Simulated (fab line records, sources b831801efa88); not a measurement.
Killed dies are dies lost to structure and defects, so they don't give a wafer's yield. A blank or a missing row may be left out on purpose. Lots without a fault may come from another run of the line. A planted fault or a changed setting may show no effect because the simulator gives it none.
Which tool did it? | flow gf180mcu | 14 lots, 41 wafers sampled, at 5 steps of a route of 602

WHAT THE GAUGES READ, wafer by wafer
GF_SAB_CD_MEAS_09: target cd 420 nm. Usual: cd_nm 420.9 nm, standard deviation 2.2.
lot  | measured     | on        | cd_nm (nm)        | flag
L264 | day 14 21:29 | cd_sem-01 | 422.2 421.8 423.2 |
L265 | day 15 12:47 | cd_sem-02 | 421.4 420.9 417.9 |
L266 | day 15 15:35 | cd_sem-02 | 423.7 422.3 425.0 |
L267 | day 16 10:18 | cd_sem-01 | 419.7 422.7 422.4 |
L269 | day 17 07:03 | cd_sem-01 | 419.6 421.5 420.6 |
L268 | day 17 09:24 | cd_sem-01 | 420.0 418.8 419.2 |
L271 | day 18 01:08 | cd_sem-02 | 425.3 423.8 423.4 |
L270 | day 18 13:31 | cd_sem-01 | 416.1 417.7 418.3 |
L272 | day 18 19:43 | cd_sem-02 | 421.8 420.9 420.0 |
L273 | day 19 06:29 | cd_sem-02 | 418.8 418.5 421.2 |
L274 | day 19 07:10 | cd_sem-02 | 420.8 422.4 421.9 |
L277 | day 20 05:55 | cd_sem-02 | 418.4 421.3 417.6 |
L279 | day 20 20:26 | cd_sem-02 | 418.5 344.6       | OFF
L283 | day 21 23:24 | cd_sem-01 | 418.1 342.0 417.7 | OFF

GF_M3_RS_MEAS_05: measures by four-point-probe. Usual: M3_ALCU_RS 0.0694 ohm/sq, standard deviation 0.00074.
lot  | measured     | on            | M3_ALCU_RS (ohm/sq)  | flag
L264 | day 19 23:43 | film_metro-04 | 0.0684 0.0688 0.0687 |
L265 | day 20 18:40 | film_metro-01 | 0.0689 0.0688 0.0690 |
L266 | day 20 22:35 | film_metro-01 | 0.0694 0.0688 0.0698 |
L267 | day 21 16:38 | film_metro-01 | 0.0691 0.0686 0.0689 |
L269 | day 22 14:05 | film_metro-02 | 0.0685 0.0696 0.0686 |
L268 | day 22 15:38 | film_metro-01 | 0.0699 0.0683 0.0679 |
L271 | day 23 07:22 | film_metro-02 | 0.0695 0.0693 0.0695 |
L270 | day 23 23:22 | film_metro-04 | 0.0695 0.0708 0.0699 |
L272 | day 24 03:44 | film_metro-02 | 0.0706 0.0707 0.0707 |
L273 | day 24 12:31 | film_metro-02 | 0.0686 0.0682 0.0683 |
L274 | day 24 13:46 | film_metro-01 | 0.0689 0.0690 0.0687 |
L277 | day 25 09:40 | film_metro-02 | 0.0685 0.0697 0.0704 |
L279 | day 25 23:21 | film_metro-04 | 0.0703               |
L283 | day 26 23:26 | film_metro-02 | 0.0695 0.0698 0.0706 |

GF_M3_CD_MEAS_14: target cd 280 nm. Usual: cd_nm 279.3 nm, standard deviation 1.2.
lot  | measured     | on        | cd_nm (nm)        | flag
L264 | day 20 23:56 | cd_sem-02 | 278.1 277.9 278.7 |
L265 | day 21 18:27 | cd_sem-02 | 279.3 278.4 278.3 |
L266 | day 21 22:55 | cd_sem-02 | 278.7 278.4 278.3 |
L267 | day 22 16:06 | cd_sem-02 | 276.9 278.6 275.5 |
L269 | day 23 12:33 | cd_sem-02 | 279.8 279.2 279.1 |
L268 | day 23 14:48 | cd_sem-02 | 277.8 278.6 278.2 |
L271 | day 24 05:34 | cd_sem-02 | 280.1 279.1 279.7 |
L270 | day 24 21:43 | cd_sem-01 | 279.6 280.1 279.4 |
L272 | day 25 01:46 | cd_sem-01 | 279.2 278.6 279.6 |
L273 | day 25 09:45 | cd_sem-02 | 277.9 279.4 278.7 |
L274 | day 25 11:13 | cd_sem-02 | 280.3 281.4 280.3 |
L277 | day 26 06:28 | cd_sem-02 | 279.6 279.7 280.5 |
L279 | day 26 20:45 | cd_sem-01 | 280.0             |
L283 | day 27 19:33 | cd_sem-02 | 278.9 280.3 279.8 |

WHICH TOOL RAN EACH LOT (tool, then ch and the chambers of the sampled wafers, then the start)
lot  | GF_HV_LDD_RTA_52                 | GF_SAB_EXPOSE_06
L264 | rtp_anneal-01 ch 0, day 12 05:38 | iline_stepper-01 ch 0, day 14 11:14
L265 | rtp_anneal-01 ch 0, day 12 17:50 | iline_stepper-01 ch 0, day 15 02:38
L266 | rtp_anneal-01 ch 0, day 12 21:13 | iline_stepper-01 ch 0, day 15 05:26
L267 | rtp_anneal-02 ch 0, day 13 13:28 | iline_stepper-02 ch 0, day 15 23:35
L269 | rtp_anneal-02 ch 0, day 14 09:28 | iline_stepper-02 ch 0, day 16 19:30
L268 | rtp_anneal-02 ch 0, day 14 12:01 | iline_stepper-02 ch 0, day 16 22:46
L271 | rtp_anneal-02 ch 0, day 15 01:50 | iline_stepper-01 ch 0, day 17 13:19
L270 | rtp_anneal-02 ch 0, day 15 11:43 | iline_stepper-01 ch 0, day 18 03:26
L272 | rtp_anneal-02 ch 0, day 15 21:52 | iline_stepper-01 ch 0, day 18 08:49
L273 | rtp_anneal-02 ch 0, day 16 04:55 | iline_stepper-02 ch 0, day 18 18:11
L274 | rtp_anneal-01 ch 0, day 16 05:07 | iline_stepper-02 ch 0, day 18 18:40
L277 | rtp_anneal-02 ch 0, day 17 03:20 | iline_stepper-02 ch 0, day 19 17:57
L279 | rtp_anneal-02 ch 0, day 17 17:38 | iline_stepper-02 ch 0, day 20 08:54
L283 | rtp_anneal-01 ch 0, day 18 19:42 | iline_stepper-02 ch 0, day 21 12:19
- GF_HV_LDD_RTA_52: time 10 s.
- GF_SAB_EXPOSE_06: exposes mask SAB, target cd 420 nm.

WHAT THE TOOLS THEMSELVES READ (means of the sampled wafers that have a number; where no wafer has one, the mark that the record gives instead)
GF_HV_LDD_RTA_52. Usual: lamp_power_pct 34.2 %, standard deviation 2.4; wafer_temp_C_max 1003.9, standard deviation 1.4.
lot  | tool          | lamp_power_pct (%) | wafer_temp_C_max | flag
L264 | rtp_anneal-01 | 31.4               | 1002.5           |
L265 | rtp_anneal-01 | 31.4               | 1002.9           |
L266 | rtp_anneal-01 | 31.4               | 1002.7           |
L267 | rtp_anneal-02 | 36.2               | 1003.9           |
L269 | rtp_anneal-02 | 36.3               | 1004.5           |
L268 | rtp_anneal-02 | 36.2               | 1004.3           |
L271 | rtp_anneal-02 | 36.2               | 1004.8           |
L270 | rtp_anneal-02 | 36.2               | 1004.9           |
L272 | rtp_anneal-02 | 36.2               | 1004.0           |
L273 | rtp_anneal-02 | 36.2               | 1004.5           |
L274 | rtp_anneal-01 | 31.4               | 1002.6           |
L277 | rtp_anneal-02 | 36.2               | 1005.6           |
L279 | rtp_anneal-02 | 36.2               | 1004.0           |
L283 | rtp_anneal-01 | 31.4               | 1002.4           |

THE ANSWER, worked out from the rows above alone
Rule: a lot is off if the mean of its wafers that have a number lies more than 3 standard deviations from the usual mean. A lot without any number at a reading at which 4 lots or more have one is off too. The other lots that the step has rows for count as sound. The gauges are gone through in route order, then the tools' own readings, and for those a lot's mean is taken as printed above. The first step at which some lot is off is used, and at that step the reading that is off furthest; a lot without a number counts as furthest.
Off: L279, L283, at GF_SAB_CD_MEAS_09 (cd_nm).
A tool fits if, at a process step before that reading, it ran every lot that is off, and no sound lot after the first of them. The gauges at GF_SAB_CD_MEAS_09 are tried like those tools. One fits: iline_stepper-02 at GF_SAB_EXPOSE_06. Its last sound lot is L277 (day 19 17:57), its first lot that is off L279 (day 20 08:54): a fault that began between those two fits.

WHAT THE SIMULATOR HAD PUT IN
Process parameter drift: iline_stepper-02, from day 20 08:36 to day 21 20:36, at GF_SAB_EXPOSE_06. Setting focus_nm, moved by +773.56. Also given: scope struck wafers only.
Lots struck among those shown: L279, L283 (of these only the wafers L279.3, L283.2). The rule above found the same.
